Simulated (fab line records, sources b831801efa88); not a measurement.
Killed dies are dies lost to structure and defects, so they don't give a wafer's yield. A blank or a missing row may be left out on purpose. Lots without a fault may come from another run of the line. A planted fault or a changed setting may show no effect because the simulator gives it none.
Which tool did it? | flow gf180mcu | 12 lots, 36 wafers sampled, at 5 steps of a route of 602

WHAT THE GAUGES READ, wafer by wafer
GF_LVPWELL_OVL_MEAS_07.
lot  | measured    | on         | LVPWELL_OVL (nm)
L832 | day 3 19:28 | overlay-02 | 0.2 0.0 1.7
L833 | day 4 04:20 | overlay-02 | -1.1 2.2 -1.1
L834 | day 4 06:27 | overlay-02 | -1.9 -2.3 -1.5
L835 | day 4 12:36 | overlay-02 | 2.4 2.5 1.9
L837 | day 4 23:46 | overlay-02 | -1.4 0.7 0.2
L840 | day 5 15:07 | overlay-02 | -0.4 -1.0 0.0
L841 | day 5 22:19 | overlay-02 | 0.5 0.7 1.5
L843 | day 6 09:49 | overlay-01 | -0.6 -1.1 -0.8
L850 | day 8 01:58 | overlay-02 | -0.2 -1.9 -0.1
L851 | day 8 06:26 | overlay-01 | -2.6 -3.8 -0.1
L852 | day 8 14:06 | overlay-01 | 1.6 3.1 2.4
L855 | day 9 10:45 | overlay-02 | 1.7 0.0 0.2

GF_VT_IMPLANT_OVL_MEAS_40.
lot  | measured     | on         | VT_IMPLANT_03_OVL (nm)
L832 | day 7 09:11  | overlay-01 | -0.6 -1.5 0.3
L833 | day 7 20:03  | overlay-01 | 1.2 1.9 0.7
L834 | day 7 22:39  | overlay-02 | -0.5 -0.3 -1.9
L835 | day 8 06:15  | overlay-01 | -1.4 -1.8 -0.2
L837 | day 8 19:38  | overlay-02 | -0.2 -0.9 -0.3
L840 | day 9 15:22  | overlay-02 | 2.1 -0.1 1.1
L841 | day 9 23:48  | overlay-02 | 1.8 -1.4 1.1
L843 | day 10 14:55 | overlay-02 | -0.5 0.3 -0.5
L850 | day 12 14:15 | overlay-02 | -193.3 -192.8 -193.0
L851 | day 12 20:37 | overlay-01 | -194.2 -194.1 -193.5
L852 | day 13 04:10 | overlay-01 | 0.5 -1.2 -0.2
L855 | day 14 02:26 | overlay-02 | -0.5 0.8 -1.4

WHICH TOOL RAN EACH LOT (tool, then ch and the chambers of the sampled wafers, then the start)
lot  | GF_NWELL_STRIP_10                   | GF_VT_IMPLANT_STRIP_09               | GF_VT_IMPLANT_EXPOSE_37
L832 | plasma_asher-04 ch 0,1, day 3 07:11 | plasma_asher-03 ch 0,1, day 5 12:55  | iline_stepper-01 ch 0, day 7 01:44
L833 | plasma_asher-04 ch 0,1, day 3 15:29 | plasma_asher-03 ch 0, day 5 22:38    | iline_stepper-01 ch 0, day 7 12:25
L834 | plasma_asher-03 ch 0,1, day 3 17:23 | plasma_asher-03 ch 0,1, day 6 01:11  | iline_stepper-01 ch 0, day 7 14:46
L835 | plasma_asher-03 ch 0, day 3 23:40   | plasma_asher-03 ch 0,1, day 6 06:47  | iline_stepper-01 ch 0, day 7 22:00
L837 | plasma_asher-04 ch 0,1, day 4 10:25 | plasma_asher-04 ch 0,1, day 6 19:20  | iline_stepper-01 ch 0, day 8 11:16
L840 | plasma_asher-03 ch 0,1, day 5 01:41 | plasma_asher-04 ch 0,1, day 7 13:28  | iline_stepper-02 ch 0, day 9 06:48
L841 | plasma_asher-02 ch 0,1, day 5 08:26 | plasma_asher-04 ch 0,1, day 7 20:59  | iline_stepper-01 ch 0, day 9 15:41
L843 | plasma_asher-03 ch 0,1, day 5 19:22 | plasma_asher-02 ch 0,1, day 8 10:10  | iline_stepper-02 ch 0, day 10 06:18
L850 | plasma_asher-03 ch 0,1, day 7 10:13 | plasma_asher-02 ch 0,1, day 10 07:04 | iline_stepper-01 ch 0, day 12 05:23
L851 | plasma_asher-02 ch 0,1, day 7 14:01 | plasma_asher-02 ch 0,1, day 10 11:29 | iline_stepper-01 ch 0, day 12 10:27
L852 | plasma_asher-03 ch 0,1, day 7 21:29 | plasma_asher-02 ch 0,1, day 10 19:31 | iline_stepper-02 ch 0, day 12 19:32
L855 | plasma_asher-04 ch 1, day 8 17:47   | plasma_asher-04 ch 0,1, day 11 18:20 | iline_stepper-02 ch 0, day 13 17:06
- GF_NWELL_STRIP_10: strips in O2/N2.
- GF_VT_IMPLANT_STRIP_09: strips in O2/N2.
- GF_VT_IMPLANT_EXPOSE_37: exposes mask Nwell HV AREA, target cd 860 nm.

WHAT THE TOOLS THEMSELVES READ (means of the sampled wafers that have a number; where no wafer has one, the mark that the record gives instead)
GF_NWELL_STRIP_10.
lot  | tool            | drypump_motor_current_A (A) | heater_power_w (W) | oes_product_au (a.u.) | platen_temp_c (C) | strip_time_to_endpoint_s (s)
L832 | plasma_asher-04 | 6.1                         | 356                | 0.723                 | 249.92            | 36.88
L833 | plasma_asher-04 | 6.1                         | 352                | 0.719                 | 250.15            | 37.09
L834 | plasma_asher-03 | 5.8                         | 347                | 0.723                 | 249.94            | 36.99
L835 | plasma_asher-03 | 5.3                         | 358                | 0.725                 | 250.09            | 36.93
L837 | plasma_asher-04 | 6.1                         | 349                | 0.724                 | 249.95            | 36.97
L840 | plasma_asher-03 | 5.6                         | 354                | 0.726                 | 250.08            | 36.95
L841 | plasma_asher-02 | 6.0                         | 319                | 0.723                 | 250.03            | 36.81
L843 | plasma_asher-03 | 5.6                         | 351                | 0.727                 | 249.93            | 36.87
L850 | plasma_asher-03 | 5.6                         | 350                | 0.717                 | 250.15            | 36.96
L851 | plasma_asher-02 | 6.0                         | 313                | 0.723                 | 249.97            | 37.06
L852 | plasma_asher-03 | 5.6                         | 352                | 0.725                 | 249.95            | 37.03
L855 | plasma_asher-04 | 6.1                         | 321                | 0.723                 | 249.97            | 36.84

GF_VT_IMPLANT_STRIP_09.
lot  | tool            | drypump_motor_current_A (A) | heater_power_w (W) | oes_product_au (a.u.) | platen_temp_c (C) | strip_time_to_endpoint_s (s)
L832 | plasma_asher-03 | 5.8                         | 338                | 0.719                 | 249.89            | 12.66
L833 | plasma_asher-03 | 5.4                         | 362                | 0.714                 | 249.95            | 12.71
L834 | plasma_asher-03 | 5.6                         | 349                | 0.713                 | 249.95            | 12.61
L835 | plasma_asher-03 | 5.6                         | 356                | 0.716                 | 250.13            | 12.60
L837 | plasma_asher-04 | 6.2                         | 352                | 0.716                 | 250.09            | 12.62
L840 | plasma_asher-04 | 6.2                         | 382                | 0.713                 | 250.11            | 12.56
L841 | plasma_asher-04 | 6.2                         | 383                | 0.717                 | 249.79            | 12.57
L843 | plasma_asher-02 | 6.0                         | 314                | 0.720                 | 249.95            | 12.67
L850 | plasma_asher-02 | 6.0                         | 318                | 0.717                 | 250.13            | 12.65
L851 | plasma_asher-02 | 6.0                         | 313                | 0.717                 | 249.94            | 12.65
L852 | plasma_asher-02 | 6.0                         | 314                | 0.716                 | 250.04            | 12.60
L855 | plasma_asher-04 | 6.1                         | 353                | 0.716                 | 250.17            | 12.62

THE ANSWER, worked out from the rows above alone
Rule: what is usual is taken from the lots themselves. Put in order of their means at a reading, lots are off if they are a third of the lots or fewer, leave a main group of 4 or more, and stand apart from it by a gap of 3 or more times the standard deviation of the main group's means; of several such gaps the widest counts. A main group whose means are all the same, to the digits that the tables above print for the reading, isn't used. A lot without any number at a reading at which 4 lots or more have one is off too. The other lots that the step has rows for count as sound. The gauges are gone through in route order, then the tools' own readings, and for those a lot's mean is taken as printed above. The first step at which some lot is off is used, and at that step the reading that is off furthest; a lot without a number counts as furthest.
Off: L850, L851, at GF_VT_IMPLANT_OVL_MEAS_40 (VT_IMPLANT_03_OVL). The main group: mean -0.1 nm, standard deviation 0.76.
A tool fits if, at a process step before that reading, it ran every lot that is off, and no sound lot after the first of them. The gauges at GF_VT_IMPLANT_OVL_MEAS_40 are tried like those tools. One fits: iline_stepper-01 at GF_VT_IMPLANT_EXPOSE_37. Its last sound lot is L841 (day 9 15:41), its first lot that is off L850 (day 12 05:23): a fault that began between those two fits.

WHAT THE SIMULATOR HAD PUT IN
Scanner matching overlay: iline_stepper-01, from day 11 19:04 on, at GF_VT_IMPLANT_EXPOSE_37. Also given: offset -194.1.
Lots struck among those shown: L850, L851. The rule above found the same.
